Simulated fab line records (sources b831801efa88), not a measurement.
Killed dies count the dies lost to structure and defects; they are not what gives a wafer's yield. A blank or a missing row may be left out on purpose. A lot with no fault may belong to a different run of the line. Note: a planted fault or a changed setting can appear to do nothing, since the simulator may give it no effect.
Which of the tools did it?	flow sky130	36 wafers from 12 lots sampled at 4 of the route's 708 steps

WHAT EACH GAUGE READ, for each wafer
SKY_NWELL_RS_MEAS_29: a four-point-probe measurement. Usual: NWELL_RS 624.4 ohm/sq, standard deviation 1.5.
lot	measured	on	NWELL_RS (ohm/sq)	flag
L874	day 6 00:20	filmMetro-01	626.3 624.8 624.4	
L875	day 6 07:22	filmMetro-02	622.7 623.2 622.6	
L876	day 6 11:40	filmMetro-01	623.9 622.3 624.6	
L877	day 6 15:32	filmMetro-02	626.6 625.1 623.6	
L878	day 6 21:31	filmMetro-03	622.4 623.0 622.0	
L881	day 8 07:07	filmMetro-01	625.1 626.0 627.9	
L884	day 8 13:36	filmMetro-03	622.9 623.2 622.7	
L885	day 8 19:25	filmMetro-03	625.5 626.0 624.3	
L886	day 9 02:46	filmMetro-03	651.1 650.0 650.1	OFF
L889	day 9 20:07	filmMetro-02	644.8 644.4 644.0	OFF
L894	day 11 01:45	filmMetro-03	624.3 624.2 622.8	
L895	day 11 12:06	filmMetro-02	624.2 624.8 623.7	

SKY_SONOS_TUNNEL_OVL_MEAS_08. Usual: SONOS_TUNNEL_OVL 0.3 nm, standard deviation 1.5.
lot	measured	on	SONOS_TUNNEL_OVL (nm)	flag
L874	day 12 07:40	overlay-01	0.5 -0.6 -0.2	
L875	day 12 17:27	overlay-01	-1.8 -1.8 -1.1	
L876	day 12 20:50	overlay-01	2.2 1.7 1.5	
L877	day 13 03:05	overlay-01	2.6 1.7 1.0	
L878	day 13 10:07	overlay-02	-3.3 -0.3 -1.8	
L881	day 15 08:11	overlay-01	1.8 1.2 3.4	
L884	day 15 15:49	overlay-02	-0.1 3.1 4.1	
L885	day 16 01:25	overlay-01	0.6 -1.4 -0.7	
L886	day 16 08:56	overlay-01	1.0 -0.8 1.2	
L889	day 17 08:16	overlay-02	0.9 1.3 0.9	
L894	day 18 21:23	overlay-02	1.6 1.6 2.2	
L895	day 19 09:37	overlay-02	0.4 1.7 0.9	

TOOL THAT RAN EACH LOT (tool first, then ch and the chambers of the sampled wafers, then the start)
lot	SKY_NWELL_IMPLANT_13	SKY_VT_ADJUST_PCH_STRIP_09
L874	implanter-03 ch 0, day 5 05:44	plasmaAsher-01 ch 0,1, day 11 07:17
L875	implanter-02 ch 0, day 5 12:52	plasmaAsher-01 ch 0,1, day 11 16:17
L876	implanter-02 ch 0, day 5 16:03	plasmaAsher-04 ch 0,1, day 11 19:52
L877	implanter-03 ch 0, day 5 20:08	plasmaAsher-04 ch 0,1, day 12 02:07
L878	implanter-03 ch 0, day 6 02:01	plasmaAsher-01 ch 1, day 12 08:55
L881	implanter-03 ch 0, day 7 09:44	plasmaAsher-01 ch 0,1, day 14 05:38
L884	implanter-01 ch 0, day 7 17:23	plasmaAsher-02 ch 0,1, day 14 12:23
L885	implanter-02 ch 0, day 7 22:15	plasmaAsher-04 ch 1, day 14 22:20
L886	implanter-02 ch 0, day 8 05:02	plasmaAsher-01 ch 1, day 15 05:19
L889	implanter-02 ch 0, day 8 21:13	plasmaAsher-01 ch 0,1, day 16 03:58
L894	implanter-03 ch 0, day 10 02:15	plasmaAsher-04 ch 0,1, day 17 15:29
L895	implanter-03 ch 0, day 10 12:05	plasmaAsher-02 ch 0,1, day 18 04:23
- SKY_NWELL_IMPLANT_13
- SKY_VT_ADJUST_PCH_STRIP_09: strips in O2/N2.

AS READ BY THE TOOLS THEMSELVES (means over the sampled wafers that have a number; for cases with no such wafer, the mark the record gives instead)
SKY_NWELL_IMPLANT_13. Usual: doseIonsCm2 7.001e+11, standard deviation 8.3e+08; faradayCurrentUA 3.97, standard deviation 0.078.
lot	tool	doseIonsCm2	faradayCurrentUA	flag
L874	implanter-03	7.006e+11	3.98	
L875	implanter-02	6.997e+11	3.99	
L876	implanter-02	6.998e+11	3.95	
L877	implanter-03	6.995e+11	3.95	
L878	implanter-03	7.008e+11	3.98	
L881	implanter-03	7.002e+11	4.09	
L884	implanter-01	7.008e+11	4.01	
L885	implanter-02	6.987e+11	3.94	
L886	implanter-02	7.203e+10	0.40	OFF
L889	implanter-02	6.987e+10	0.40	OFF
L894	implanter-03	7.012e+11	3.92	
L895	implanter-03	7.007e+11	3.95	

SKY_VT_ADJUST_PCH_STRIP_09. Usual: drypumpMotorCurrentA 5.6 A, standard deviation 0.49; oesProductAu 0.722 a.u., standard deviation 0.0045; stripTimeToEndpointS 36.93 s, standard deviation 0.096.
lot	tool	drypumpMotorCurrentA (A)	oesProductAu (a.u.)	stripTimeToEndpointS (s)	flag
L874	plasmaAsher-01	5.7	0.724	36.80	
L875	plasmaAsher-01	5.8	0.723	37.07	
L876	plasmaAsher-04	5.7	0.724	36.89	
L877	plasmaAsher-04	5.3	0.725	36.85	
L878	plasmaAsher-01	5.5	0.722	36.98	
L881	plasmaAsher-01	5.7	0.720	37.05	
L884	plasmaAsher-02	5.8	0.722	36.78	
L885	plasmaAsher-04	4.9	0.717	36.86	
L886	plasmaAsher-01	5.5	0.719	36.82	
L889	plasmaAsher-01	5.8	0.723	37.03	
L894	plasmaAsher-04	5.7	0.729	36.85	
L895	plasmaAsher-02	5.4	0.717	36.96	

THE ANSWER, worked out from the rows above alone
Rule: take the mean of a lot's wafers that have a number; if it is more than 3 standard deviations from the usual mean, the lot is off. A lot without any number at a reading at which 4 lots or more have one is off too. Any other lot the step has rows for is counted as sound. After the gauges, taken in route order, come the tools' own readings; for these a lot's mean is taken, as printed above. The first step at which some lot is off is used, and at that step the reading that is off furthest; a lot without a number counts as furthest.
Off: L886, L889, seen at SKY_NWELL_RS_MEAS_29 (NWELL_RS).
A tool fits if, at a process step before that reading, it ran every lot that is off, and no sound lot after the first of them. The gauges at SKY_NWELL_RS_MEAS_29 aren't tried: what is off there is off at SKY_NWELL_IMPLANT_13 too, on other tools, and a gauge's error can't cause that. One fits: SKY_NWELL_IMPLANT_13 on implanter-02. A fault onset in the window from L885 (day 7 22:15, its last sound lot) to L886 (day 8 05:02, its first lot off) fits.
The tool's own readings at SKY_NWELL_IMPLANT_13 bear it out: on the lots that are off they differ by more than 5 times the standard deviation of the sound lots' means. doseIonsCm2 reads 7.095e+10 there against 7.002e+11 on the sound lots; faradayCurrentUA reads 0.40 there against 3.98 on the sound lots.

WHAT THE SIMULATOR PUT IN
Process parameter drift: implanter-02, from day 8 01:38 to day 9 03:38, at SKY_NWELL_IMPLANT_13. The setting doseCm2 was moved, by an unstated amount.
Shown lots that were struck: L886, L889. The same result came from the rule above.
